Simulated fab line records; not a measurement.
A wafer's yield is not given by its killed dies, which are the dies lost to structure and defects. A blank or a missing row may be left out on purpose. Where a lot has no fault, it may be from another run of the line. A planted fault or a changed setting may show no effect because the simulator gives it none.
Which tool was responsible? || flow sky130 || 72 wafers from 24 lots sampled at 5 of the route's 708 steps

## WHAT EACH GAUGE READ, for each wafer
SKY_VT_ADJUST_NCORE_OVL_MEAS_08. Usual: VT_ADJUST_NCORE_OVL typically reads 1.3 nm, with standard deviation 1.6.
{"lot": "L074", "measured": "day 8 23:02", "on": "overlay-01", "VT_ADJUST_NCORE_OVL (nm)": "-0.4 0.7 -0.6", "flag": ""}
{"lot": "L075", "measured": "day 9 00:08", "on": "overlay-02", "VT_ADJUST_NCORE_OVL (nm)": "-0.1 1.1 0.9", "flag": ""}
{"lot": "L076", "measured": "day 9 08:30", "on": "overlay-02", "VT_ADJUST_NCORE_OVL (nm)": "1.6 1.5 1.2", "flag": ""}
{"lot": "L077", "measured": "day 9 11:28", "on": "overlay-02", "VT_ADJUST_NCORE_OVL (nm)": "3.3 3.7 3.4", "flag": ""}
{"lot": "L078", "measured": "day 9 18:27", "on": "overlay-02", "VT_ADJUST_NCORE_OVL (nm)": "-1.0 1.0 -0.7", "flag": ""}
{"lot": "L079", "measured": "day 10 01:32", "on": "overlay-02", "VT_ADJUST_NCORE_OVL (nm)": "1.8 2.3 1.9", "flag": ""}
{"lot": "L080", "measured": "day 10 05:38", "on": "overlay-02", "VT_ADJUST_NCORE_OVL (nm)": "0.5 0.6 1.3", "flag": ""}
{"lot": "L081", "measured": "day 10 14:59", "on": "overlay-01", "VT_ADJUST_NCORE_OVL (nm)": "2.3 2.4 2.8", "flag": ""}
{"lot": "L082", "measured": "day 11 01:12", "on": "overlay-01", "VT_ADJUST_NCORE_OVL (nm)": "-2.2 -0.2 -1.2", "flag": ""}
{"lot": "L083", "measured": "day 11 04:20", "on": "overlay-01", "VT_ADJUST_NCORE_OVL (nm)": "2.9 2.9 3.5", "flag": ""}
{"lot": "L084", "measured": "day 11 09:18", "on": "overlay-02", "VT_ADJUST_NCORE_OVL (nm)": "3.8 4.0 3.6", "flag": ""}
{"lot": "L085", "measured": "day 11 17:06", "on": "overlay-01", "VT_ADJUST_NCORE_OVL (nm)": "-1.4 -0.2 -1.9", "flag": ""}
{"lot": "L086", "measured": "day 12 02:59", "on": "overlay-01", "VT_ADJUST_NCORE_OVL (nm)": "2.7 1.5 2.1", "flag": ""}
{"lot": "L087", "measured": "day 12 09:47", "on": "overlay-01", "VT_ADJUST_NCORE_OVL (nm)": "-1.2 -1.2 -0.6", "flag": ""}
{"lot": "L088", "measured": "day 12 15:08", "on": "overlay-02", "VT_ADJUST_NCORE_OVL (nm)": "1.1 -0.3 1.6", "flag": ""}
{"lot": "L089", "measured": "day 12 19:44", "on": "overlay-01", "VT_ADJUST_NCORE_OVL (nm)": "0.1 1.4 1.1", "flag": ""}
{"lot": "L090", "measured": "day 13 05:02", "on": "overlay-02", "VT_ADJUST_NCORE_OVL (nm)": "2.5 -0.1 1.3", "flag": ""}
{"lot": "L091", "measured": "day 13 12:54", "on": "overlay-02", "VT_ADJUST_NCORE_OVL (nm)": "2.5 3.8 2.5", "flag": ""}
{"lot": "L092", "measured": "day 14 01:47", "on": "overlay-01", "VT_ADJUST_NCORE_OVL (nm)": "3.1 3.9 3.7", "flag": ""}
{"lot": "L093", "measured": "day 14 02:11", "on": "overlay-02", "VT_ADJUST_NCORE_OVL (nm)": "4.0 2.3 2.3", "flag": ""}
{"lot": "L094", "measured": "day 14 12:15", "on": "overlay-01", "VT_ADJUST_NCORE_OVL (nm)": "0.6 -0.1 0.6", "flag": ""}
{"lot": "L095", "measured": "day 14 16:11", "on": "overlay-01", "VT_ADJUST_NCORE_OVL (nm)": "-0.1 -0.6 -1.3", "flag": ""}
{"lot": "L096", "measured": "day 15 02:30", "on": "overlay-02", "VT_ADJUST_NCORE_OVL (nm)": "1.8 2.2 3.0", "flag": ""}
{"lot": "L097", "measured": "day 15 10:17", "on": "overlay-02", "VT_ADJUST_NCORE_OVL (nm)": "1.3 3.1 2.2", "flag": ""}

SKY_VIA1_THK_MEAS_23: measures by xrf. Usual: VIA1_W_THK typically reads 269 nm, with standard deviation 4.5.
{"lot": "L074", "measured": "day 34 03:14", "on": "film-metro-01", "VIA1_W_THK (nm)": "272 269 272", "flag": ""}
{"lot": "L075", "measured": "day 34 05:17", "on": "film-metro-04", "VIA1_W_THK (nm)": "267 267 267", "flag": ""}
{"lot": "L076", "measured": "day 34 23:32", "on": "film-metro-01", "VIA1_W_THK (nm)": "260 263 262", "flag": ""}
{"lot": "L077", "measured": "day 34 21:40", "on": "film-metro-04", "VIA1_W_THK (nm)": "270 268 271", "flag": ""}
{"lot": "L078", "measured": "day 35 02:29", "on": "film-metro-01", "VIA1_W_THK (nm)": "275 275 270", "flag": ""}
{"lot": "L079", "measured": "day 35 13:34", "on": "film-metro-01", "VIA1_W_THK (nm)": "276 270 275", "flag": ""}
{"lot": "L080", "measured": "day 36 22:10", "on": "film-metro-04", "VIA1_W_THK (nm)": "272 271 265", "flag": ""}
{"lot": "L081", "measured": "day 37 01:24", "on": "film-metro-01", "VIA1_W_THK (nm)": "274 273 270", "flag": ""}
{"lot": "L082", "measured": "day 36 23:08", "on": "film-metro-02", "VIA1_W_THK (nm)": "275 279 272", "flag": ""}
{"lot": "L083", "measured": "day 37 03:02", "on": "film-metro-04", "VIA1_W_THK (nm)": "263 266 265", "flag": ""}
{"lot": "L084", "measured": "day 37 06:00", "on": "film-metro-01", "VIA1_W_THK (nm)": "273 272 269", "flag": ""}
{"lot": "L085", "measured": "day 37 08:48", "on": "film-metro-02", "VIA1_W_THK (nm)": "268 266 263", "flag": ""}
{"lot": "L086", "measured": "day 37 19:37", "on": "film-metro-04", "VIA1_W_THK (nm)": "272 269 265", "flag": ""}
{"lot": "L087", "measured": "day 38 04:12", "on": "film-metro-02", "VIA1_W_THK (nm)": "271 278 273", "flag": ""}
{"lot": "L088", "measured": "day 38 10:51", "on": "film-metro-04", "VIA1_W_THK (nm)": "264 262 259", "flag": ""}
{"lot": "L089", "measured": "day 38 13:55", "on": "film-metro-01", "VIA1_W_THK (nm)": "268 270 268", "flag": ""}
{"lot": "L090", "measured": "day 38 20:22", "on": "film-metro-02", "VIA1_W_THK (nm)": "269 271 270", "flag": ""}
{"lot": "L091", "measured": "day 39 02:49", "on": "film-metro-02", "VIA1_W_THK (nm)": "267 266 267", "flag": ""}
{"lot": "L092", "measured": "day 39 16:31", "on": "film-metro-02", "VIA1_W_THK (nm)": "270 271 270", "flag": ""}
{"lot": "L093", "measured": "day 39 20:08", "on": "film-metro-02", "VIA1_W_THK (nm)": "269 269 269", "flag": ""}
{"lot": "L094", "measured": "day 39 23:59", "on": "film-metro-02", "VIA1_W_THK (nm)": "272 274 268", "flag": ""}
{"lot": "L095", "measured": "day 40 07:59", "on": "film-metro-01", "VIA1_W_THK (nm)": "260 259 262", "flag": ""}
{"lot": "L096", "measured": "day 40 14:59", "on": "film-metro-02", "VIA1_W_THK (nm)": "269 273 266", "flag": ""}
{"lot": "L097", "measured": "day 40 20:05", "on": "film-metro-01", "VIA1_W_THK (nm)": "261 261 262", "flag": ""}

SKY_METAL2_CD_MEAS_15 targets a cd of 140 nm. Usual: cd-nm 139.7 nm, standard deviation 2.
{"lot": "L074", "measured": "day 35 06:13", "on": "cd-sem-02", "cd-nm (nm)": "141.2 139.8 142.4", "flag": ""}
{"lot": "L075", "measured": "day 35 09:04", "on": "cd-sem-01", "cd-nm (nm)": "137.4 138.7 137.1", "flag": ""}
{"lot": "L076", "measured": "day 36 01:44", "on": "cd-sem-02", "cd-nm (nm)": "141.3 140.9 139.7", "flag": ""}
{"lot": "L077", "measured": "day 36 00:10", "on": "cd-sem-02", "cd-nm (nm)": "139.8 140.0 140.8", "flag": ""}
{"lot": "L078", "measured": "day 36 04:29", "on": "cd-sem-02", "cd-nm (nm)": "138.0 137.0 138.6", "flag": ""}
{"lot": "L079", "measured": "day 36 16:25", "on": "cd-sem-02", "cd-nm (nm)": "140.4 142.0 141.4", "flag": ""}
{"lot": "L080", "measured": "day 38 00:28", "on": "cd-sem-02", "cd-nm (nm)": "138.5 139.6 139.5", "flag": ""}
{"lot": "L081", "measured": "day 38 02:37", "on": "cd-sem-01", "cd-nm (nm)": "140.1 139.1 142.3", "flag": ""}
{"lot": "L082", "measured": "day 38 01:38", "on": "cd-sem-01", "cd-nm (nm)": "136.7 137.8 138.9", "flag": ""}
{"lot": "L083", "measured": "day 38 04:43", "on": "cd-sem-01", "cd-nm (nm)": "140.4 140.4 138.8", "flag": ""}
{"lot": "L084", "measured": "day 38 08:10", "on": "cd-sem-02", "cd-nm (nm)": "137.4 138.7 137.5", "flag": ""}
{"lot": "L085", "measured": "day 38 10:34", "on": "cd-sem-01", "cd-nm (nm)": "138.5 139.3 140.7", "flag": ""}
{"lot": "L086", "measured": "day 38 21:38", "on": "cd-sem-02", "cd-nm (nm)": "141.2 139.5 141.0", "flag": ""}
{"lot": "L087", "measured": "day 39 06:20", "on": "cd-sem-01", "cd-nm (nm)": "140.2 141.1 140.8", "flag": ""}
{"lot": "L088", "measured": "day 39 12:59", "on": "cd-sem-02", "cd-nm (nm)": "136.2 135.8 137.4", "flag": ""}
{"lot": "L089", "measured": "day 39 14:52", "on": "cd-sem-02", "cd-nm (nm)": "139.5 141.0 139.4", "flag": ""}
{"lot": "L090", "measured": "day 39 22:17", "on": "cd-sem-01", "cd-nm (nm)": "144.4 144.6 144.9", "flag": ""}
{"lot": "L091", "measured": "day 40 04:19", "on": "cd-sem-01", "cd-nm (nm)": "141.5 139.4 141.7", "flag": ""}
{"lot": "L092", "measured": "day 40 17:28", "on": "cd-sem-02", "cd-nm (nm)": "138.4 138.1 138.9", "flag": ""}
{"lot": "L093", "measured": "day 40 21:02", "on": "cd-sem-01", "cd-nm (nm)": "139.8 138.8 138.9", "flag": ""}
{"lot": "L094", "measured": "day 41 00:29", "on": "cd-sem-02", "cd-nm (nm)": "139.7 138.2 140.0", "flag": ""}
{"lot": "L095", "measured": "day 41 09:16", "on": "cd-sem-02", "cd-nm (nm)": "140.8 142.0 142.3", "flag": ""}
{"lot": "L096", "measured": "day 41 15:11", "on": "cd-sem-01", "cd-nm (nm)": "140.2 139.4 139.6", "flag": ""}
{"lot": "L097", "measured": "day 41 20:13", "on": "cd-sem-02", "cd-nm (nm)": "137.8 136.8 137.6", "flag": ""}

## TOOL THAT RAN EACH LOT (tool first, then ch and the chambers of the sampled wafers, then the start)
{"lot": "L074", "SKY_VT_ADJUST_LVTN_STRIP_20": "plasma-asher-04 ch 0,1, day 8 02:10", "SKY_VIA1_CMP_24": "cmp-01 ch 1,2,3, day 34 03:21"}
{"lot": "L075", "SKY_VT_ADJUST_LVTN_STRIP_20": "plasma-asher-02 ch 0,1, day 8 03:13", "SKY_VIA1_CMP_24": "cmp-01 ch 0,2, day 34 05:29"}
{"lot": "L076", "SKY_VT_ADJUST_LVTN_STRIP_20": "plasma-asher-03 ch 0,1, day 8 10:54", "SKY_VIA1_CMP_24": "cmp-02 ch 1,2,3, day 34 23:35"}
{"lot": "L077", "SKY_VT_ADJUST_LVTN_STRIP_20": "plasma-asher-04 ch 0,1, day 8 14:02", "SKY_VIA1_CMP_24": "cmp-02 ch 2,3, day 34 21:44"}
{"lot": "L078", "SKY_VT_ADJUST_LVTN_STRIP_20": "plasma-asher-03 ch 0,1, day 8 21:10", "SKY_VIA1_CMP_24": "cmp-01 ch 0,1, day 35 02:35"}
{"lot": "L079", "SKY_VT_ADJUST_LVTN_STRIP_20": "plasma-asher-02 ch 0,1, day 9 03:58", "SKY_VIA1_CMP_24": "cmp-01 ch 0,1,2, day 35 13:38"}
{"lot": "L080", "SKY_VT_ADJUST_LVTN_STRIP_20": "plasma-asher-03 ch 0,1, day 9 08:16", "SKY_VIA1_CMP_24": "cmp-02 ch 0,1,2, day 36 22:19"}
{"lot": "L081", "SKY_VT_ADJUST_LVTN_STRIP_20": "plasma-asher-04 ch 0,1, day 9 18:07", "SKY_VIA1_CMP_24": "cmp-02 ch 2,3, day 37 01:28"}
{"lot": "L082", "SKY_VT_ADJUST_LVTN_STRIP_20": "plasma-asher-04 ch 0,1, day 10 03:17", "SKY_VIA1_CMP_24": "cmp-01 ch 0,1, day 36 23:10"}
{"lot": "L083", "SKY_VT_ADJUST_LVTN_STRIP_20": "plasma-asher-03 ch 0,1, day 10 07:07", "SKY_VIA1_CMP_24": "cmp-02 ch 0,2,3, day 37 03:05"}
{"lot": "L084", "SKY_VT_ADJUST_LVTN_STRIP_20": "plasma-asher-03 ch 0,1, day 10 11:02", "SKY_VIA1_CMP_24": "cmp-01 ch 2,3, day 37 06:02"}
{"lot": "L085", "SKY_VT_ADJUST_LVTN_STRIP_20": "plasma-asher-02 ch 0,1, day 10 17:44", "SKY_VIA1_CMP_24": "cmp-01 ch 0,3, day 37 08:53"}
{"lot": "L086", "SKY_VT_ADJUST_LVTN_STRIP_20": "plasma-asher-02 ch 0,1, day 11 02:40", "SKY_VIA1_CMP_24": "cmp-01 ch 0,2,3, day 37 19:46"}
{"lot": "L087", "SKY_VT_ADJUST_LVTN_STRIP_20": "plasma-asher-03 ch 0,1, day 11 10:00", "SKY_VIA1_CMP_24": "cmp-02 ch 0,3, day 38 04:15"}
{"lot": "L088", "SKY_VT_ADJUST_LVTN_STRIP_20": "plasma-asher-03 ch 0,1, day 11 14:39", "SKY_VIA1_CMP_24": "cmp-02 ch 2,3, day 38 10:54"}
{"lot": "L089", "SKY_VT_ADJUST_LVTN_STRIP_20": "plasma-asher-02 ch 0,1, day 11 19:52", "SKY_VIA1_CMP_24": "cmp-02 ch 1,3, day 38 13:58"}
{"lot": "L090", "SKY_VT_ADJUST_LVTN_STRIP_20": "plasma-asher-04 ch 0,1, day 12 03:46", "SKY_VIA1_CMP_24": "cmp-01 ch 0,1, day 38 20:28"}
{"lot": "L091", "SKY_VT_ADJUST_LVTN_STRIP_20": "plasma-asher-04 ch 0,1, day 12 12:26", "SKY_VIA1_CMP_24": "cmp-01 ch 0,1, day 39 03:11"}
{"lot": "L092", "SKY_VT_ADJUST_LVTN_STRIP_20": "plasma-asher-03 ch 0,1, day 13 00:07", "SKY_VIA1_CMP_24": "cmp-02 ch 1,2,3, day 39 16:35"}
{"lot": "L093", "SKY_VT_ADJUST_LVTN_STRIP_20": "plasma-asher-03 ch 0,1, day 13 00:51", "SKY_VIA1_CMP_24": "cmp-02 ch 0,1,3, day 39 20:11"}
{"lot": "L094", "SKY_VT_ADJUST_LVTN_STRIP_20": "plasma-asher-04 ch 1, day 13 10:37", "SKY_VIA1_CMP_24": "cmp-02 ch 0,2, day 40 00:02"}
{"lot": "L095", "SKY_VT_ADJUST_LVTN_STRIP_20": "plasma-asher-04 ch 0,1, day 13 15:04", "SKY_VIA1_CMP_24": "cmp-01 ch 0,1, day 40 08:16"}
{"lot": "L096", "SKY_VT_ADJUST_LVTN_STRIP_20": "plasma-asher-03 ch 0,1, day 14 00:27", "SKY_VIA1_CMP_24": "cmp-01 ch 0,1, day 40 15:05"}
{"lot": "L097", "SKY_VT_ADJUST_LVTN_STRIP_20": "plasma-asher-04 ch 0,1, day 14 08:04", "SKY_VIA1_CMP_24": "cmp-02 ch 0,1,3, day 40 20:15"}
- SKY_VT_ADJUST_LVTN_STRIP_20: strips in O2/N2.
- SKY_VIA1_CMP_24: polishes, stops on SiO2, t overpolish 15 s, target thk 0 nm.

## WHAT THE TOOLS THEMSELVES READ (means of the sampled wafers that have a number; where no wafer has one, the mark that the record gives instead)
SKY_VT_ADJUST_LVTN_STRIP_20. Usual: drypump-motor-current-A 6.0 A, standard deviation 0.46; oes-product-au 0.716 a.u., standard deviation 0.0049; strip-time-to-endpoint-s 14.15 s, standard deviation 0.033.
{"lot": "L074", "tool": "plasma-asher-04", "drypump-motor-current-A (A)": 5.4, "oes-product-au (a.u.)": 0.715, "strip-time-to-endpoint-s (s)": 14.12, "flag": ""}
{"lot": "L075", "tool": "plasma-asher-02", "drypump-motor-current-A (A)": 6.0, "oes-product-au (a.u.)": 0.718, "strip-time-to-endpoint-s (s)": 14.16, "flag": ""}
{"lot": "L076", "tool": "plasma-asher-03", "drypump-motor-current-A (A)": 6.5, "oes-product-au (a.u.)": 0.716, "strip-time-to-endpoint-s (s)": 14.16, "flag": ""}
{"lot": "L077", "tool": "plasma-asher-04", "drypump-motor-current-A (A)": 5.5, "oes-product-au (a.u.)": 0.721, "strip-time-to-endpoint-s (s)": 14.14, "flag": ""}
{"lot": "L078", "tool": "plasma-asher-03", "drypump-motor-current-A (A)": 6.5, "oes-product-au (a.u.)": 0.715, "strip-time-to-endpoint-s (s)": 14.16, "flag": ""}
{"lot": "L079", "tool": "plasma-asher-02", "drypump-motor-current-A (A)": 6.1, "oes-product-au (a.u.)": 0.712, "strip-time-to-endpoint-s (s)": 14.22, "flag": ""}
{"lot": "L080", "tool": "plasma-asher-03", "drypump-motor-current-A (A)": 6.4, "oes-product-au (a.u.)": 0.721, "strip-time-to-endpoint-s (s)": 14.17, "flag": ""}
{"lot": "L081", "tool": "plasma-asher-04", "drypump-motor-current-A (A)": 5.4, "oes-product-au (a.u.)": 0.712, "strip-time-to-endpoint-s (s)": 14.20, "flag": ""}
{"lot": "L082", "tool": "plasma-asher-04", "drypump-motor-current-A (A)": 5.4, "oes-product-au (a.u.)": 0.715, "strip-time-to-endpoint-s (s)": 14.15, "flag": ""}
{"lot": "L083", "tool": "plasma-asher-03", "drypump-motor-current-A (A)": 6.4, "oes-product-au (a.u.)": 0.718, "strip-time-to-endpoint-s (s)": 14.09, "flag": ""}
{"lot": "L084", "tool": "plasma-asher-03", "drypump-motor-current-A (A)": 6.5, "oes-product-au (a.u.)": 0.716, "strip-time-to-endpoint-s (s)": 14.20, "flag": ""}
{"lot": "L085", "tool": "plasma-asher-02", "drypump-motor-current-A (A)": 6.1, "oes-product-au (a.u.)": 0.719, "strip-time-to-endpoint-s (s)": 14.15, "flag": ""}
{"lot": "L086", "tool": "plasma-asher-02", "drypump-motor-current-A (A)": 6.1, "oes-product-au (a.u.)": 0.718, "strip-time-to-endpoint-s (s)": 14.11, "flag": ""}
{"lot": "L087", "tool": "plasma-asher-03", "drypump-motor-current-A (A)": 6.5, "oes-product-au (a.u.)": 0.713, "strip-time-to-endpoint-s (s)": 14.15, "flag": ""}
{"lot": "L088", "tool": "plasma-asher-03", "drypump-motor-current-A (A)": 6.4, "oes-product-au (a.u.)": 0.715, "strip-time-to-endpoint-s (s)": 14.13, "flag": ""}
{"lot": "L089", "tool": "plasma-asher-02", "drypump-motor-current-A (A)": 6.1, "oes-product-au (a.u.)": 0.723, "strip-time-to-endpoint-s (s)": 14.12, "flag": ""}
{"lot": "L090", "tool": "plasma-asher-04", "drypump-motor-current-A (A)": 5.5, "oes-product-au (a.u.)": 0.718, "strip-time-to-endpoint-s (s)": 14.16, "flag": ""}
{"lot": "L091", "tool": "plasma-asher-04", "drypump-motor-current-A (A)": 5.5, "oes-product-au (a.u.)": 0.720, "strip-time-to-endpoint-s (s)": 14.17, "flag": ""}
{"lot": "L092", "tool": "plasma-asher-03", "drypump-motor-current-A (A)": 6.5, "oes-product-au (a.u.)": 0.710, "strip-time-to-endpoint-s (s)": 14.13, "flag": ""}
{"lot": "L093", "tool": "plasma-asher-03", "drypump-motor-current-A (A)": 6.5, "oes-product-au (a.u.)": 0.711, "strip-time-to-endpoint-s (s)": 14.16, "flag": ""}
{"lot": "L094", "tool": "plasma-asher-04", "drypump-motor-current-A (A)": 5.4, "oes-product-au (a.u.)": 0.712, "strip-time-to-endpoint-s (s)": 14.15, "flag": ""}
{"lot": "L095", "tool": "plasma-asher-04", "drypump-motor-current-A (A)": 5.5, "oes-product-au (a.u.)": 0.715, "strip-time-to-endpoint-s (s)": 14.13, "flag": ""}
{"lot": "L096", "tool": "plasma-asher-03", "drypump-motor-current-A (A)": 6.4, "oes-product-au (a.u.)": 0.714, "strip-time-to-endpoint-s (s)": 14.15, "flag": ""}
{"lot": "L097", "tool": "plasma-asher-04", "drypump-motor-current-A (A)": 5.5, "oes-product-au (a.u.)": 0.719, "strip-time-to-endpoint-s (s)": 14.15, "flag": ""}

SKY_VIA1_CMP_24. Usual: motor-current-A 11.2 A, standard deviation 1.6; overpolish-run-s 14.999 s, standard deviation 0.0088; time-to-endpoint-s 66 s, standard deviation 4.5.
{"lot": "L074", "tool": "cmp-01", "motor-current-A (A)": 10.8, "overpolish-run-s (s)": 15.003, "time-to-endpoint-s (s)": 64, "flag": ""}
{"lot": "L075", "tool": "cmp-01", "motor-current-A (A)": 10.7, "overpolish-run-s (s)": 14.994, "time-to-endpoint-s (s)": 69, "flag": ""}
{"lot": "L076", "tool": "cmp-02", "motor-current-A (A)": 10.5, "overpolish-run-s (s)": 15.003, "time-to-endpoint-s (s)": 66, "flag": ""}
{"lot": "L077", "tool": "cmp-02", "motor-current-A (A)": 9.9, "overpolish-run-s (s)": 15.000, "time-to-endpoint-s (s)": 71, "flag": ""}
{"lot": "L078", "tool": "cmp-01", "motor-current-A (A)": 11.3, "overpolish-run-s (s)": 15.008, "time-to-endpoint-s (s)": 61, "flag": ""}
{"lot": "L079", "tool": "cmp-01", "motor-current-A (A)": 10.8, "overpolish-run-s (s)": 14.993, "time-to-endpoint-s (s)": 63, "flag": ""}
{"lot": "L080", "tool": "cmp-02", "motor-current-A (A)": 12.2, "overpolish-run-s (s)": 14.993, "time-to-endpoint-s (s)": 70, "flag": ""}
{"lot": "L081", "tool": "cmp-02", "motor-current-A (A)": 10.3, "overpolish-run-s (s)": 14.992, "time-to-endpoint-s (s)": 66, "flag": ""}
{"lot": "L082", "tool": "cmp-01", "motor-current-A (A)": 11.3, "overpolish-run-s (s)": 15.012, "time-to-endpoint-s (s)": 62, "flag": ""}
{"lot": "L083", "tool": "cmp-02", "motor-current-A (A)": 11.8, "overpolish-run-s (s)": 14.996, "time-to-endpoint-s (s)": 69, "flag": ""}
{"lot": "L084", "tool": "cmp-01", "motor-current-A (A)": 10.4, "overpolish-run-s (s)": 14.999, "time-to-endpoint-s (s)": 69, "flag": ""}
{"lot": "L085", "tool": "cmp-01", "motor-current-A (A)": 11.3, "overpolish-run-s (s)": 15.009, "time-to-endpoint-s (s)": 60, "flag": ""}
{"lot": "L086", "tool": "cmp-01", "motor-current-A (A)": 10.5, "overpolish-run-s (s)": 15.006, "time-to-endpoint-s (s)": 65, "flag": ""}
{"lot": "L087", "tool": "cmp-02", "motor-current-A (A)": 13.5, "overpolish-run-s (s)": 14.999, "time-to-endpoint-s (s)": 67, "flag": ""}
{"lot": "L088", "tool": "cmp-02", "motor-current-A (A)": 9.8, "overpolish-run-s (s)": 14.998, "time-to-endpoint-s (s)": 69, "flag": ""}
{"lot": "L089", "tool": "cmp-02", "motor-current-A (A)": 10.2, "overpolish-run-s (s)": 14.997, "time-to-endpoint-s (s)": 72, "flag": ""}
{"lot": "L090", "tool": "cmp-01", "motor-current-A (A)": 11.5, "overpolish-run-s (s)": 15.005, "time-to-endpoint-s (s)": 58, "flag": ""}
{"lot": "L091", "tool": "cmp-01", "motor-current-A (A)": 11.6, "overpolish-run-s (s)": 14.993, "time-to-endpoint-s (s)": 56, "flag": ""}
{"lot": "L092", "tool": "cmp-02", "motor-current-A (A)": 10.2, "overpolish-run-s (s)": 14.995, "time-to-endpoint-s (s)": 69, "flag": ""}
{"lot": "L093", "tool": "cmp-02", "motor-current-A (A)": 12.1, "overpolish-run-s (s)": 15.000, "time-to-endpoint-s (s)": 68, "flag": ""}
{"lot": "L094", "tool": "cmp-02", "motor-current-A (A)": 11.6, "overpolish-run-s (s)": 15.006, "time-to-endpoint-s (s)": 68, "flag": ""}
{"lot": "L095", "tool": "cmp-01", "motor-current-A (A)": 11.1, "overpolish-run-s (s)": 14.995, "time-to-endpoint-s (s)": 57, "flag": ""}
{"lot": "L096", "tool": "cmp-01", "motor-current-A (A)": 11.2, "overpolish-run-s (s)": 14.998, "time-to-endpoint-s (s)": 63, "flag": ""}
{"lot": "L097", "tool": "cmp-02", "motor-current-A (A)": 12.0, "overpolish-run-s (s)": 14.999, "time-to-endpoint-s (s)": 67, "flag": ""}

## THE ANSWER, worked out from the rows above alone
Rule: a lot counts as off when the mean over its wafers that have a number is more than 3 standard deviations away from the usual mean. A lot without any number at a reading at which 4 lots or more have one is off too. Where the step has rows for the other lots, those lots are counted as sound. Order of review: gauges by route order, followed by the tools' own readings, for which a lot's mean as printed above is used. At the first step where some lot is off, the reading lying furthest off is the one used; lots without a number count as furthest.
Nothing can be told from this: no lot is off at any reading shown.

## WHAT HAD BEEN PUT IN BY THE SIMULATOR
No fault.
